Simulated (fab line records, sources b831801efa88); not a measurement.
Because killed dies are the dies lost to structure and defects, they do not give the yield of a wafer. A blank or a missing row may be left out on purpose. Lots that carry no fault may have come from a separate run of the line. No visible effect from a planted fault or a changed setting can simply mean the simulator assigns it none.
Struck lot and sound lot, side by side | flow sky130 | 43 out of 708 route steps
Sound: the wafers L712.1, L712.2, L712.6. Wafers struck: L724.3, L724.4, L724.6. Last of all comes the cause.
Order at every step that has rows: each side's tool, ch and its chambers, its first start. Under that, the readings that differ: sound wafers | struck wafers | difference of the means | sigmas: that difference in standard deviations of wafers without a fault.
alike: words and numbers the same on both sides, and readings whose means are apart by under 2 such deviations; not compared: readings that were withheld, readings missing a value for some wafer, numbers with overlapping values and no deviation given by the record, and bounds like >300 which may hide the same value.
A row with sigmas, a row that says differs or no value, or rows on one side alone: a step with any of these is where the two part. Non-overlapping numbers with no deviation appear without sigmas and do not part them. Lack of a reading on every wafer of one side parts them only where that side has two or more wafers.

SKY_FIELD_ISO_THK_MEAS_04:
  sound: film metro-04 at day 1 19:22; struck: film metro-04 at day 4 01:30
  alike: FIELD_ISO_CVD_03_THK
then, 8 steps without rows for these wafers: SKY_FIELD_ISO_DEHYDRATE_05 (time 60 s); SKY_FIELD_ISO_HMDS_06 (prime time 60 s); SKY_FIELD_ISO_COAT_07 (resist thk 60 nm); SKY_FIELD_ISO_COAT_08 (resist thk 450 nm); SKY_FIELD_ISO_SOFTBAKE_09 (time 90 s); SKY_FIELD_ISO_EXPOSE_10 (exposes mask FOM, target cd 150 nm); SKY_FIELD_ISO_PEB_11; SKY_FIELD_ISO_DEVELOP_12 (develop time 60 s).
SKY_FIELD_ISO_CD_MEAS_13: the cd target is 150 nm.
  sound: cd sem-02 at day 2 08:32; struck: cd sem-02 at day 4 18:49
  alike: cd nm
SKY_FIELD_ISO_ETCH_14: etches BARC in N2/H2, stops on SiO2, time 45.9 s, target depth 60 nm.
  sound on rie diel-02 ch 0,2,3, day 2 08:40; struck on rie diel-01 ch 0,1, day 4 18:53
  alike: chamber pressure mTorr, drypump motor current A, oes product au, throttle valve pct
  not compared: rf hours counter h
SKY_FIELD_ISO_ETCH_15: etches the open film in CHF3/O2, stops on Si, target depth 180 nm, time 72 s.
  sound on rie diel-02 ch 0,2,3, day 2 08:42; struck on rie diel-01 ch 0,1, day 4 18:56
  alike: chamber pressure mTorr, drypump motor current A, oes product au, throttle valve pct
  not compared: rf hours counter h
SKY_FIELD_ISO_STRIP_16: strips in O2/N2.
  sound on plasma asher-01 ch 0,1, day 2 08:46; struck on plasma asher-01 ch 0,1, day 4 19:01
  alike: chamber pressure mTorr, drypump motor current A, oes product au, strip time to endpoint s
  not compared: rf hours counter h
SKY_FIELD_ISO_ETCH_17: etches Si in HBr/Cl2/O2, target depth 342 nm, time 97.7 s.
  sound on rie si-01 ch 1,2,3, day 2 08:52; struck on rie si-01 ch 0,1,2, day 4 19:05
  alike: chamber pressure mTorr, drypump motor current A, he backside leak sccm, oes product au, throttle valve pct
  not compared: rf hours counter h
then, 5 steps without rows for these wafers: SKY_FIELD_ISO_WET_ETCH_18 (etches Si3N4 in H3PO4, target depth 25 nm, time 279.4 s); SKY_FIELD_ISO_CLEAN_19 (cleans in SC1/SC2, time 150 s); SKY_FIELD_ISO_CLEAN_20 (cleans in dHF, time 20 s); SKY_FIELD_ISO_WET_ETCH_21 (etches SiO2 in dHF, target depth 20 nm, time 400 s); SKY_FIELD_ISO_OXIDATION_22 (stabilise 600 s, purge 300 s, target thk 10 nm).
SKY_FIELD_ISO_THK_MEAS_23:
  sound: film metro-01 at day 2 10:23; struck: film metro-01 at day 4 21:04
  alike: FIELD_ISO_OXIDATION_01_THK
then, 1 step without rows for these wafers: SKY_FIELD_ISO_CVD_24 (deposits SiO2, target thk 595 nm, time 99.2 s).
SKY_FIELD_ISO_THK_MEAS_25:
  sound: film metro-03 at day 2 10:31; struck: film metro-03 at day 4 21:11
  reading                   | sound       | struck      | difference | sigmas
  FIELD_ISO_CVD_24_THK (nm) | 599 603 605 | 590 589 586 | -14        | -2
then, 1 step without rows for these wafers: SKY_FIELD_ISO_ANNEAL_26 (time 1800 s).
SKY_FIELD_ISO_CMP_27: polishes, stops on Si3N4, t overpolish 16 s, target thk 457.8 nm.
  sound on cmp-01 ch 0,1, day 2 12:05; struck on cmp-02 ch 1,3, day 4 22:44
  alike: motor current A, overpolish run s, slurry flow ml min, time to endpoint s
then, 5 steps without rows for these wafers: SKY_FIELD_ISO_WET_ETCH_28 (etches SiO2 in dHF, target depth 23.7 nm, time 47 s); SKY_FIELD_ISO_WET_ETCH_29 (etches Si3N4 in H3PO4, target depth 160 nm, time 1825 s); SKY_FIELD_ISO_WET_ETCH_30 (etches SiO2 in dHF, target depth 25 nm, time 50 s); SKY_NWELL_CLEAN_00 (cleans in SC1/SC2, time 150 s); SKY_NWELL_OXIDATION_01 (stabilise 600 s, purge 300 s, target thk 10 nm).
SKY_NWELL_THK_MEAS_02:
  sound: film metro-03 at day 2 14:23; struck: film metro-01 at day 5 01:04
  alike: NWELL_OXIDATION_THK
then, 8 steps without rows for these wafers: SKY_DNWELL_DEHYDRATE_00 (time 60 s); SKY_DNWELL_HMDS_01 (prime time 60 s); SKY_DNWELL_COAT_02 (resist thk 3000 nm); SKY_DNWELL_SOFTBAKE_03; SKY_DNWELL_EXPOSE_04 (exposes mask DNM, target cd 3000 nm); SKY_DNWELL_PEB_05; SKY_DNWELL_DEVELOP_06 (develop time 60 s); SKY_DNWELL_IMPLANT_07.
SKY_DNWELL_STRIP_08: strips in O2/N2.
  sound on plasma asher-02 ch 0,1, day 3 06:11; struck on plasma asher-04 ch 0,1, day 5 18:49
  alike: chamber pressure mTorr, drypump motor current A, oes product au, strip time to endpoint s
  not compared: rf hours counter h
SKY_DNWELL_TW_MEAS_09:
  sound: film metro-02 at day 3 06:17; struck: film metro-03 at day 5 18:55
  alike: DNWELL_TW
then, 2 steps without rows for these wafers: SKY_PWDE_DEHYDRATE_00 (time 60 s); SKY_PWDE_HMDS_01 (prime time 60 s).
-- the record jumps here: 43 days lie between the struck wafers' starts before and after (it left off in module PWDE and takes up again in module PAD_OPEN, whose first step shown is number 708 of the route) --
SKY_PAD_OPEN_PROBE_99:
  sound: prober-02 at day 45 21:22; struck: prober-02 at day 49 03:40
  reading             | sound    | struck      | difference | sigmas
  killed at front end | 16 8 15  | 62 46 68    | +46        | +11
  killed at other     | 1 1 1    | 0 0 0       | -1         | -2
  killed dies         | 99 75 69 | 132 123 151 | +54        | +6
  alike: killed_at_M0_to_M3, killed_at_M4_up, killed at contacts, killed open, killed short

## WHERE THEY PART
Last at SKY_PAD_OPEN_PROBE_99 as far as this record goes, first at SKY_FIELD_ISO_THK_MEAS_25.

WHY: whatever the simulator had introduced
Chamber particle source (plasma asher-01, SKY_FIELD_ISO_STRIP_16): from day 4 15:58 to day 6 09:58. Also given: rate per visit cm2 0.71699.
